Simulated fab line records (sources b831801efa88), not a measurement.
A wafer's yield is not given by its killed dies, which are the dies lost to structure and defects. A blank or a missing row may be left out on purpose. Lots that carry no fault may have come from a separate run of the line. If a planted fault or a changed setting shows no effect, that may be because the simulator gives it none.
Code-filled problem report in 8D (eight disciplines) form || flow gf180mcu || the parts of the form that need people (team, actions taken, sign-off) are left out

## 1. PROBLEM STATEMENT
Wafers without a fault read 2999.8 rpm, standard deviation 1.8; spin-speed-rpm at GF_VT_IMPLANT_COAT_13 reads a mean of 3440.3 rpm on 6 wafers belonging to 2 lots. That is +99 or more standard deviations from the usual mean.
The step: resist thk 1000 nm.
Earliest sighting: wafer L228.2 on litho-track-04 at day 10 11:40. Wafers with a number at this step in the record: 36, from 12 lots. Rule for "out", or "out of limits": more than 4 standard deviations from the usual mean. All remaining wafers that have a number are taken as sound.

## 2. WHAT IT IS, WHAT IT ISN'T
{"question": "which readings at this step", "is": "spin-speed-rpm", "is not": "dispense-pressure-kPa"}
{"question": "which lots", "is": "L228, L230", "is not": "L213, L214, L216, L218, L220, L221, L231, L232, L233, L234"}
{"question": "which wafers of those lots", "is": "all that have a number", "is not": "-"}
{"question": "read on which tools", "is": "litho-track-04", "is not": "litho-track-02, litho-track-03"}
{"question": "when", "is": "from day 10 11:40", "is not": "up to then (18 sound wafers); but 12 sound wafers of L231, L232, L233, L234 came after"}

## 3. THE SUSPECTS, EACH WITH WHAT RULES IT OUT
Counting: a tool at any process step up to the reading remains a suspect when it ran all the lots that are out and ran no sound lot after the first of those.
- litho-track-04 at GF_VT_IMPLANT_COAT_13 (resist thk 1000 nm): kept. It processed each lot that is out, first L228 at day 10 11:40, and no sound lot thereafter; up to then, the last sound lot it processed was L221 at day 8 12:48. On those wafers its own readings are out: spin-speed-rpm.
The count leaves litho-track-04 at GF_VT_IMPLANT_COAT_13.

## 4. THE CAUSE (what the simulator had put in)
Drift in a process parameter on litho-track-04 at GF_VT_IMPLANT_COAT_13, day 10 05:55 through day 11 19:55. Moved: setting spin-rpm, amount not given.
This tool alone remained once counting was done.

## 5. THE CHAIN OF EFFECTS, in route order
Each row: a reading where the mean over the struck wafers with a number is more than 3 standard deviations away from the usual. Only readings for which the record gives a usual standard deviation are gone through. hours: the time from each lot's start at the first step in this table that gives one to its start at this step, as a median over the lots. sigmas: the change in usual standard deviations.
{"hours": 0, "step": "GF_VT_IMPLANT_COAT_13", "reading": "spin-speed-rpm", "usual": "2999.8 rpm", "on struck wafers": 3440.3, "change": "+440.5", "sigmas": "+99 or more"}
{"hours": 10, "step": "GF_VT_IMPLANT_STRIP_20", "reading": "strip-time-to-endpoint-s", "usual": "12.64 s", "on struck wafers": 11.84, "change": -0.80, "sigmas": -20}
Its process steps:
- GF_VT_IMPLANT_COAT_13: resist thk 1000 nm.
- GF_VT_IMPLANT_STRIP_20: strips in O2/N2.

## 6. HOW IT WOULD HAVE BEEN CAUGHT EARLIER
In this record no reading fell out of limits until day 10 11:40, 6 hours after the fault had begun at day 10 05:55.
